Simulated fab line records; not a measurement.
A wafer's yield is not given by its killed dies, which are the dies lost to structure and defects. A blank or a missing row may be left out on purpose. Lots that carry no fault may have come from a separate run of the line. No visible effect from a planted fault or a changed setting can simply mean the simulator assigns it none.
What tool caused it? + flow sfq-line + at 1 step of a route of 325, 14 lots with 42 wafers sampled

WHAT THE GAUGES READ, wafer by wafer
SFQ_I3_OVL_MEAS_923. Usual: I3_OVL typically reads 2 nm, with standard deviation 5.2.
| lot  | measured     | on         | I3_OVL (nm) | flag |
|------|--------------|------------|-------------|------|
| L846 | day 44 01:23 | overlay-02 | -3 2 0      |      |
| L847 | day 44 07:17 | overlay-02 | -9 2 -3     |      |
| L848 | day 50 16:43 | overlay-02 | -7 7 -3     |      |
| L849 | day 51 02:19 | overlay-01 | 1 5 3       |      |
| L850 | day 51 10:50 | overlay-02 | -4 -2 5     |      |
| L851 | day 51 21:38 | overlay-01 | -1 5 -1     |      |
| L852 | day 52 08:34 | overlay-02 | 8 6 0       |      |
| L854 | day 53 00:49 | overlay-01 | -4 4 10     |      |
| L856 | day 53 12:49 | overlay-01 | -1 4 4      |      |
| L857 | day 53 20:08 | overlay-02 | 15 16 8     |      |
| L860 | day 54 20:47 | overlay-02 | 3 2 -3      |      |
| L862 | day 55 15:18 | overlay-01 | -5 -8 0     |      |
| L864 | day 56 13:11 | overlay-02 | 0 3 6       |      |
| L866 | day 57 10:10 | overlay-01 | -4 -8 -4    |      |

TOOL THAT RAN EACH LOT (tool first, then ch and the chambers of the sampled wafers, then the start)
No process step before these readings appears in the record.

AS READ BY THE TOOLS THEMSELVES (means over the sampled wafers that have a number; for cases with no such wafer, the mark the record gives instead)
The record holds no such reading with a usual standard deviation.

THE ANSWER, worked out from the rows above alone
Rule: a lot is off if the mean of its wafers that have a number lies more than 3 standard deviations from the usual mean. A lot without any number at a reading at which 4 lots or more have one is off too. Where the step has rows for the other lots, those lots are counted as sound. Order of review: gauges by route order, followed by the tools' own readings, for which a lot's mean as printed above is used. At the first step where some lot is off, the reading lying furthest off is the one used; lots without a number count as furthest.
Nothing can be told from this: no lot is off at any reading shown.

WHAT HAD BEEN PUT IN BY THE SIMULATOR
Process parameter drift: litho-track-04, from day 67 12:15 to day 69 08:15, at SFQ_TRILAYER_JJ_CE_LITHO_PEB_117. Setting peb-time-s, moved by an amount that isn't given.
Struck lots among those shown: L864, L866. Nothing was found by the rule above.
